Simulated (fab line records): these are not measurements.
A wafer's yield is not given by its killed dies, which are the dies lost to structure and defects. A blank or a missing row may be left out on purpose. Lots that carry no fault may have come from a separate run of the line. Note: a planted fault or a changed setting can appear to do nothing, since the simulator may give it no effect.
fab line records -- flow gf180mcu
[record] lots = 14, wafers = 42, last_day = 35
route steps=602 shown V5@562 TOP_METAL@578
lots with no fault: from the same line, run without faults
start_h: start of the lot's first displayed wafer, in hours after the record's first day -- wait_h: time in hours since the lot's previous step -- " repeats the value in the row above -- L1.1+2: several wafers, shown together as one row -- - no value, or no start given -- * or withheld: withheld -- < > ~ a bound
route shown NAME@n: names a module that has steps shown in the file, with the first one's number in the route -- usual: mean and standard deviation over wafers with no fault -- same: alike in all rows -- chamber/n: place in a boat -- sites: the reading at each site -- _std_site: standard deviation of those values -- _edge_site: the outer-site mean with the inner-site mean subtracted -- radius_mm: how far each site lies from the wafer's centre -- mask NAME#n: copy n -- behind: tool/chamber where the wafer was last shaped -- hold: cause of the lot's hold/its duration in hours/its outcome -- device: which transistor (n, p or np) failed to switch -- end of line: tests run on the same wafers once the route is complete -- a step given without rows: its recipe and nothing more -- killed: dies lost to structure and defects at the first sort, not the wafer's yield -- map: the dies of a wafer, with x for killed, . for not killed, _ for no die there
set.NAME: setting as actually run; set.NAME@STEP: the setting as run at that earlier step -- model.NAME: the simulator's own value behind a step, which no gauge read
a sample of lots followed through the steps of the route, with each step as a table and each wafer as a row
services: when a tool's chamber went out of use (start_h, in hours from the record's first day, below 0 if earlier), for how many hours, and the reason
[[steps]]
[step GF_V5_SPUTTER_22]
[recipe] material = TiN, target_thk_nm = 10, chamber_pressure_pa = 5, power_w = 4000, time_s = 40
[usual] throttle_valve_pct = 29.8/1.5
lot.wafer,tool,chamber,start_h,wait_h,throttle_valve_pct
L613.2,pvd_sputter-01,-,648.16,0.0,27.7
L613.4,pvd_sputter-01,-,648.16,0.0,31.5
L613.5,pvd_sputter-01,-,648.16,0.0,28.3
L616.1,pvd_sputter-01,-,685.37,0.0,28.2
L616.2,pvd_sputter-01,-,685.37,0.0,27.7
L616.5,pvd_sputter-01,-,685.37,0.0,29.9
L617.1,pvd_sputter-01,-,688.86,0.0,27.7
L617.2,pvd_sputter-01,-,688.86,0.0,28.2
L617.6,pvd_sputter-01,-,688.86,0.0,28.4
L621.3,pvd_sputter-01,-,706.38,0.0,27.6
L621.4,pvd_sputter-01,-,706.38,0.0,31.3
L621.6,pvd_sputter-01,-,706.38,0.0,30.0
L624.1,pvd_sputter-01,-,736.02,0.0,27.9
L624.3,pvd_sputter-01,-,736.02,0.0,31.5
L624.5,pvd_sputter-01,-,736.02,0.0,31.4
L625.2,pvd_sputter-01,-,736.44,0.0,31.4
L625.3,pvd_sputter-01,-,736.44,0.0,29.9
L625.5,pvd_sputter-01,-,736.44,0.0,30.1
L626.2,pvd_sputter-01,-,743.80,0.0,27.6
L626.3,pvd_sputter-01,-,743.80,0.0,29.7
L626.5,pvd_sputter-01,-,743.80,0.0,27.5
L627.1,pvd_sputter-03,-,751.62,0.0,30.6
L627.4,pvd_sputter-03,-,751.62,0.0,30.9
L627.6,pvd_sputter-03,-,751.62,0.0,30.7
L628.3,pvd_sputter-01,-,763.82,0.0,31.5
L628.4,pvd_sputter-01,-,763.82,0.0,28.1
L628.6,pvd_sputter-01,-,763.82,0.0,29.7
L629.2,pvd_sputter-01,-,767.29,0.0,31.4
L629.3,pvd_sputter-01,-,767.29,0.0,30.1
L629.5,pvd_sputter-01,-,767.29,0.0,28.4
L631.1,pvd_sputter-03,-,773.54,0.0,30.6
L631.4,pvd_sputter-03,-,773.54,0.0,30.6
L631.5,pvd_sputter-03,-,773.54,0.0,30.3
L632.3,pvd_sputter-01,-,780.77,0.0,29.6
L632.4,pvd_sputter-01,-,780.77,0.0,31.7
L632.6,pvd_sputter-01,-,780.77,0.0,28.3
L633.2,pvd_sputter-04,-,787.39,0.0,32.6
L633.3,pvd_sputter-04,-,787.39,0.0,28.2
L633.6,pvd_sputter-04,-,787.39,0.0,28.4
L634.1,pvd_sputter-03,-,800.51,0.0,30.8
L634.2,pvd_sputter-03,-,800.51,0.0,31.3
L634.3,pvd_sputter-03,-,800.51,0.0,30.4
[step GF_TOP_METAL_EXPOSE_11]
[recipe] mask_id = MetalTop, target_cd_nm = 440, na = 0.6, source_shape = conventional, sigma_outer = 0.6, dose_mj = 170
[usual] exposure_dose_mJ_cm2 = 170.57/0.14, focus_offset_nm = 0.0/0.55, reticle_temp_C = 23.00/0.12
lot.wafer,tool,chamber,start_h,wait_h,mask,exposure_dose_mJ_cm2,focus_offset_nm,reticle_temp_C
L613.2,iline_stepper-01,0,658.72,-,MetalTop#0,170.46,-0.5,22.92
L613.4,iline_stepper-01,0,658.72,-,MetalTop#0,170.51,-0.2,22.84
L613.5,iline_stepper-01,0,658.72,-,MetalTop#0,170.62,-0.2,22.88
L616.1,iline_stepper-01,0,695.28,-,MetalTop#0,170.43,-0.1,23.04
L616.2,iline_stepper-01,0,695.28,-,MetalTop#0,170.32,-0.2,22.99
L616.5,iline_stepper-01,0,695.28,-,MetalTop#0,170.60,0.0,23.02
L617.1,iline_stepper-02,0,698.83,-,MetalTop#0,170.60,-0.6,22.96
L617.2,iline_stepper-02,0,698.83,-,MetalTop#0,170.62,-0.3,22.93
L617.6,iline_stepper-02,0,698.83,-,MetalTop#0,170.60,-0.7,22.94
L621.3,iline_stepper-02,0,716.36,-,MetalTop#0,170.51,-0.5,23.11
L621.4,iline_stepper-02,0,716.36,-,MetalTop#0,170.69,-0.2,22.97
L621.6,iline_stepper-02,0,716.36,-,MetalTop#0,170.50,-0.3,23.07
L624.1,iline_stepper-02,-,746.10,-,MetalTop#0,-,-,-
L624.3,iline_stepper-02,-,746.10,-,MetalTop#0,-,-,-
L624.5,iline_stepper-02,-,746.10,-,MetalTop#0,-,-,-
L625.2,iline_stepper-01,-,746.36,-,MetalTop#0,-,-,-
L625.3,iline_stepper-01,-,746.36,-,MetalTop#0,-,-,-
L625.5,iline_stepper-01,-,746.36,-,MetalTop#0,-,-,-
L626.2,iline_stepper-01,0,753.37,-,MetalTop#0,170.47,-1.4,22.75
L626.3,iline_stepper-01,0,753.37,-,MetalTop#0,170.61,-0.6,22.99
L626.5,iline_stepper-01,0,753.37,-,MetalTop#0,170.50,-0.7,22.78
L627.1,iline_stepper-02,0,760.27,-,MetalTop#0,170.58,-0.1,22.95
L627.4,iline_stepper-02,0,760.27,-,MetalTop#0,170.55,0.1,23.09
L627.6,iline_stepper-02,0,760.27,-,MetalTop#0,170.52,0.3,22.94
L628.3,iline_stepper-01,0,773.39,-,MetalTop#0,170.38,0.2,22.95
L628.4,iline_stepper-01,0,773.39,-,MetalTop#0,170.44,0.6,22.86
L628.6,iline_stepper-01,0,773.39,-,MetalTop#0,170.74,-0.5,22.99
L629.2,iline_stepper-01,0,775.44,-,MetalTop#0,170.48,-0.3,23.10
L629.3,iline_stepper-01,0,775.44,-,MetalTop#0,170.48,-1.0,22.96
L629.5,iline_stepper-01,0,775.44,-,MetalTop#0,170.52,-0.2,22.99
L631.1,iline_stepper-01,0,782.23,-,MetalTop#0,170.79,-0.1,22.63
L631.4,iline_stepper-01,0,782.23,-,MetalTop#0,170.65,0.6,22.85
L631.5,iline_stepper-01,0,782.23,-,MetalTop#0,170.61,0.8,22.72
L632.3,iline_stepper-02,0,789.86,-,MetalTop#0,170.61,0.0,23.06
L632.4,iline_stepper-02,0,789.86,-,MetalTop#0,170.46,-0.2,22.95
L632.6,iline_stepper-02,0,789.86,-,MetalTop#0,170.50,-0.5,23.05
L633.2,iline_stepper-01,0,795.49,-,MetalTop#0,170.32,-0.6,23.03
L633.3,iline_stepper-01,0,795.49,-,MetalTop#0,170.56,-0.5,23.16
L633.6,iline_stepper-01,0,795.49,-,MetalTop#0,170.69,-0.2,22.87
L634.1,iline_stepper-01,0,808.89,-,MetalTop#0,170.62,-0.6,23.14
L634.2,iline_stepper-01,0,808.89,-,MetalTop#0,170.47,-0.7,23.07
L634.3,iline_stepper-01,0,808.89,-,MetalTop#0,170.48,0.0,23.06
[step GF_TOP_METAL_OVL_MEAS_15]
[usual] TOP_METAL_OVL = -0.2/1.4
lot.wafer,tool,chamber,start_h,wait_h,TOP_METAL_OVL[nm]
L613.2,overlay-02,-,668.88,0.1,-0.9
L613.4,overlay-02,-,668.88,0.1,-1.7
L613.5,overlay-02,-,668.88,0.1,-1.2
L616.1,overlay-01,-,704.62,0.1,3.0
L616.2,overlay-01,-,704.62,0.1,1.4
L616.5,overlay-01,-,704.62,0.1,0.4
L617.1,overlay-02,-,708.42,0.1,-0.7
L617.2,overlay-02,-,708.42,0.1,-0.7
L617.6,overlay-02,-,708.42,0.1,1.3
L621.3,overlay-02,-,725.11,0.1,0.5
L621.4,overlay-02,-,725.11,0.1,-2.0
L621.6,overlay-02,-,725.11,0.1,-2.0
L624.1,overlay-02,-,754.44,0.1,-
L624.3,overlay-02,-,754.44,0.1,-
L624.5,overlay-02,-,754.44,0.1,-
L625.2,overlay-01,-,754.56,0.1,-
L625.3,overlay-01,-,754.56,0.1,-
L625.5,overlay-01,-,754.56,0.1,-
L626.2,overlay-01,-,761.00,0.1,-0.9
L626.3,overlay-01,-,761.00,0.1,-0.5
L626.5,overlay-01,-,761.00,0.1,0.7
L627.1,overlay-02,-,769.26,0.1,-1.5
L627.4,overlay-02,-,769.26,0.1,-0.2
L627.6,overlay-02,-,769.26,0.1,-1.2
L628.3,overlay-01,-,781.12,0.1,-1.3
L628.4,overlay-01,-,781.12,0.1,1.2
L628.6,overlay-01,-,781.12,0.1,-0.9
L629.2,overlay-01,-,783.25,0.1,0.0
L629.3,overlay-01,-,783.25,0.1,1.0
L629.5,overlay-01,-,783.25,0.1,1.4
L631.1,overlay-02,-,790.12,0.1,0.6
L631.4,overlay-02,-,790.12,0.1,-1.4
L631.5,overlay-02,-,790.12,0.1,-0.4
L632.3,overlay-01,-,796.98,0.1,0.5
L632.4,overlay-01,-,796.98,0.1,2.1
L632.6,overlay-01,-,796.98,0.1,0.5
L633.2,overlay-02,-,804.30,0.1,-1.0
L633.3,overlay-02,-,804.30,0.1,-1.1
L633.6,overlay-02,-,804.30,0.1,-1.4
L634.1,overlay-01,-,815.61,0.1,0.4
L634.2,overlay-01,-,815.61,0.1,0.8
L634.3,overlay-01,-,815.61,0.1,0.1
[step GF_TOP_METAL_STRIP_17]
[recipe] chemistry = O2/N2, power_w = 1400, pressure_mtorr = 1500, platen_temp_c = 250, o2_flow_sccm = 3000, n2_flow_sccm = 300, overash_fraction = 0.5
[usual] drypump_motor_current_A = 5.9/0.41, heater_power_w = 338/56, oes_product_au = 0.710/0.0044, strip_time_to_endpoint_s = 13.58/0.096
lot.wafer,tool,chamber,start_h,wait_h,drypump_motor_current_A,heater_power_w,oes_product_au,rf_hours_counter_h,strip_time_to_endpoint_s
L613.2,plasma_asher-03,1,669.08,0.1,6.6,281,0.708,21,13.52
L613.4,plasma_asher-03,0,669.08,0.1,5.8,316,0.716,-,13.68
L613.5,plasma_asher-03,1,669.08,0.1,6.6,292,0.710,-,13.66
L616.1,plasma_asher-02,0,704.83,0.1,5.7,419,0.718,114,13.71
L616.2,plasma_asher-02,1,704.83,0.1,6.3,301,0.714,114,13.52
L616.5,plasma_asher-02,0,704.83,0.1,5.7,423,0.709,-,13.55
L617.1,plasma_asher-01,1,708.63,0.1,5.7,338,0.700,65,13.57
L617.2,plasma_asher-01,0,708.63,0.1,5.2,318,0.704,65,13.51
L617.6,plasma_asher-01,0,708.63,0.1,5.2,314,0.703,-,13.57
L621.3,plasma_asher-02,0,725.34,0.1,5.7,428,0.707,-,13.48
L621.4,plasma_asher-02,1,725.34,0.1,6.2,297,0.716,-,13.68
L621.6,plasma_asher-02,0,725.34,0.1,5.7,426,0.704,-,13.55
L624.1,plasma_asher-01,1,754.65,0.1,5.7,337,0.706,71,13.60
L624.3,plasma_asher-01,1,754.65,0.1,5.7,343,0.713,-,13.56
L624.5,plasma_asher-01,0,754.65,0.1,5.2,331,0.708,-,13.53
L625.2,plasma_asher-03,0,754.77,0.1,5.7,316,0.710,30,13.67
L625.3,plasma_asher-03,1,754.77,0.1,6.6,285,0.708,-,13.46
L625.5,plasma_asher-03,1,754.77,0.1,6.6,285,0.710,-,13.51
L626.2,plasma_asher-01,1,761.21,0.1,5.7,336,0.705,71,13.51
L626.3,plasma_asher-01,1,761.21,0.1,5.7,342,0.717,-,13.49
L626.5,plasma_asher-01,0,761.21,0.1,5.2,323,0.716,-,13.51
L627.1,plasma_asher-03,0,769.47,0.1,5.7,307,0.709,31,13.55
L627.4,plasma_asher-03,1,769.47,0.1,6.6,283,0.714,-,13.84
L627.6,plasma_asher-03,1,769.47,0.1,6.6,275,0.706,-,13.57
L628.3,plasma_asher-03,1,781.35,0.1,6.6,283,0.713,-,13.50
L628.4,plasma_asher-03,0,781.35,0.1,5.7,317,0.718,-,13.45
L628.6,plasma_asher-03,1,781.35,0.1,6.6,282,0.710,-,13.50
L629.2,plasma_asher-03,0,783.46,0.1,5.7,317,0.711,33,13.46
L629.3,plasma_asher-03,0,783.46,0.1,5.7,316,0.718,-,13.53
L629.5,plasma_asher-03,1,783.46,0.1,6.6,277,0.700,-,13.45
L631.1,plasma_asher-02,1,790.33,0.1,6.2,291,0.709,5,13.54
L631.4,plasma_asher-02,0,790.33,0.1,5.8,453,0.707,-,13.52
L631.5,plasma_asher-02,1,790.33,0.1,6.2,299,0.719,-,13.51
L632.3,plasma_asher-03,0,797.21,0.1,5.8,313,0.711,-,13.72
L632.4,plasma_asher-03,1,797.21,0.1,6.6,283,0.709,-,13.48
L632.6,plasma_asher-03,1,797.21,0.1,6.6,275,0.710,-,13.48
L633.2,plasma_asher-02,1,804.68,0.2,6.2,297,0.709,6,13.54
L633.3,plasma_asher-02,0,804.68,0.2,5.7,435,0.710,-,13.58
L633.6,plasma_asher-02,0,804.68,0.2,5.7,435,0.710,-,13.55
L634.1,plasma_asher-02,0,815.82,0.1,5.7,445,0.712,7,13.81
L634.2,plasma_asher-02,1,815.82,0.1,6.2,300,0.701,7,13.55
L634.3,plasma_asher-02,0,815.82,0.1,5.7,432,0.713,-,13.55
[[services]]
tool,chamber,start_h,hours,kind
iline_stepper-02,0,630.47,-,calibration
iline_stepper-01,-,635.53,1.7,pm
iline_stepper-02,-,653.30,13.8,repair
pvd_sputter-03,-,656.64,1.5,repair
pvd_sputter-01,-,662.46,1.7,repair
iline_stepper-02,-,667.14,1.7,pm
iline_stepper-02,-,668.81,4.4,pm
plasma_asher-02,-,670.51,1.6,repair
iline_stepper-02,-,705.09,1.0,repair
pvd_sputter-03,-,718.88,3.1,repair
plasma_asher-03,-,724.54,8.6,repair
plasma_asher-02,-,733.75,9.0,pm
plasma_asher-02,0,733.75,9.0,vent_cycle
plasma_asher-02,1,733.75,9.0,vent_cycle
plasma_asher-02,0,742.75,-,clean
plasma_asher-02,1,742.75,-,clean
pvd_sputter-04,-,754.77,0.5,repair
pvd_sputter-03,-,786.59,3.2,repair
plasma_asher-03,-,791.62,2.0,repair
[[key]]
[first_sign] step = GF_TOP_METAL_EXPOSE_11, reading = tool_record, direction = missing
effect none on later readings
met_at GF_TOP_METAL_EXPOSE_11
struck_lots L624,L625
later_rows_left_out L624.1,L624.3,L624.5,L625.2,L625.3,L625.5
sort_left_out L624.1,L624.3,L624.5,L625.2,L625.3,L625.5
not_acting_at GF_V5_SPUTTER_22,GF_TOP_METAL_OVL_MEAS_15,GF_TOP_METAL_STRIP_17
onset_between 716.36 746.10
[fault] kind = skipped_step_whole, tool = iline_stepper-01,iline_stepper-02, chamber = -, onset_h = 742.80, steps = GF_TOP_METAL_EXPOSE_11, scope = struck_lots_only
// sort_left_out: the simulated sort isn't trusted on such a fault, so these wafers' sort isn't shown, and their yield isn't known
// later_rows_left_out: the simulator's readings of these wafers behind a module that went badly wrong aren't trusted and aren't shown, but for the sort
